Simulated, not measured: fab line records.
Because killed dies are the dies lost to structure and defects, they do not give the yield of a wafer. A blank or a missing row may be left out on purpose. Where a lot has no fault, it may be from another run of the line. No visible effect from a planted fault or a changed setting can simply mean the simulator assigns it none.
Which tool is to blame? -- flow gf180mcu -- 24 lots with 72 wafers sampled at 2 steps, on a route of 602 steps

WHAT THE GAUGES SHOWED, per wafer
GF_M3_RS_MEAS_05: uses a four-point probe to measure. Usual: M3_ALCU_RS 0.0697 ohm/sq, standard deviation 0.00077.
lot,measured,on,M3_ALCU_RS (ohm/sq),flag
L074,day 20 07:48,film metro-01,0.0698 0.0697 0.0696,
L075,day 20 14:33,film metro-03,0.0688 0.0691 0.0686,
L076,day 20 21:29,film metro-02,0.0699 0.0693 0.0690,
L077,day 21 13:22,film metro-02,0.0705 0.0709 0.0697,
L078,day 21 17:02,film metro-02,0.0701 0.0699 0.0698,
L079,day 22 07:17,film metro-03,0.0693 0.0695 0.0696,
L080,day 22 18:35,film metro-01,0.0703 0.0701 0.0699,
L081,day 22 22:39,film metro-02,0.0703 0.0704 0.0700,
L082,day 23 07:57,film metro-02,0.0695 0.0702 0.0704,
L083,day 23 19:44,film metro-03,0.0687 0.0688 0.0697,
L084,day 24 01:02,film metro-03,0.0701 0.0708 0.0713,
L085,day 24 02:34,film metro-03,0.0698 0.0694 0.0697,
L086,day 24 17:11,film metro-02,0.0684 0.0695 0.0683,
L087,day 25 00:56,film metro-01,0.0704 0.0692 0.0702,
L088,day 25 17:31,film metro-01,0.0705 0.0706 0.0705,
L089,day 25 19:49,film metro-01,0.0693 0.0692 0.0694,
L090,day 25 21:20,film metro-03,0.0693 0.0699 0.0698,
L091,day 26 15:54,film metro-01,0.0682 0.0703 0.0687,
L092,day 26 22:46,film metro-02,0.0705 0.0701 0.0703,
L093,day 27 12:48,film metro-02,0.0690 0.0685 0.0693,
L094,day 27 13:45,film metro-03,0.0699 0.0704 0.0709,
L095,day 27 17:32,film metro-01,0.0687 0.0692 0.0697,
L096,day 28 04:20,film metro-02,0.0682 0.0680 0.0691,
L097,day 28 05:57,film metro-02,0.0685 0.0693 0.0685,

GF_V3_THK_MEAS_25: measures by xrf. Usual: V3_W_THK 353 nm, standard deviation 7.
lot,measured,on,V3_W_THK (nm),flag
L074,day 22 09:40,film metro-02,361 358 355,
L075,day 22 16:40,film metro-04,347 360 347,
L076,day 22 23:25,film metro-03,365 371 351,
L077,day 23 14:04,film metro-04,357 356 347,
L078,day 23 18:04,film metro-02,351 352 364,
L079,day 24 07:32,film metro-04,348 343 345,
L080,day 24 18:33,film metro-04,346 348 358,
L081,day 25 01:46,film metro-04,340 354 354,
L082,day 25 06:28,film metro-02,364 354 366,
L083,day 25 18:01,film metro-02,350 353 350,
L084,day 25 22:59,film metro-04,354 352 352,
L085,day 26 00:55,film metro-04,348 348 355,
L086,day 26 15:10,film metro-04,341 358 343,
L087,day 26 21:52,film metro-02,347 356 349,
L088,day 27 13:49,film metro-02,369 353 365,
L089,day 27 15:50,film metro-02,368 367 355,
L090,day 27 16:03,film metro-04,355 351 356,
L091,day 28 10:49,film metro-02,349 347 363,
L092,day 28 16:49,film metro-04,353 344 352,
L093,day 29 05:07,film metro-03,351 351 355,
L094,day 29 06:25,film metro-03,359 349 358,
L095,day 29 10:44,film metro-03,356 361 357,
L096,day 29 20:31,film metro-04,345 351 346,
L097,day 29 22:22,film metro-02,346 358 344,

EACH LOT AND THE TOOL THAT RAN IT (in order: tool; ch and the chambers of the sampled wafers; start)
The record holds no process step before these readings.

AS READ BY THE TOOLS THEMSELVES (means over the sampled wafers that have a number; for cases with no such wafer, the mark the record gives instead)
The record holds no such reading with a usual standard deviation.

THE ANSWER, worked out from the rows above alone
Rule: lot off if the mean of its wafers having a number is beyond 3 standard deviations from the usual mean. A lot without any number at a reading at which 4 lots or more have one is off too. Any other lot the step has rows for is counted as sound. After the gauges, taken in route order, come the tools' own readings; for these a lot's mean is taken, as printed above. The first step at which some lot is off is used, and at that step the reading that is off furthest; a lot without a number counts as furthest.
No lot is off on any of the readings shown, so nothing can be concluded from this.

WHAT WAS PUT IN BY THE SIMULATOR
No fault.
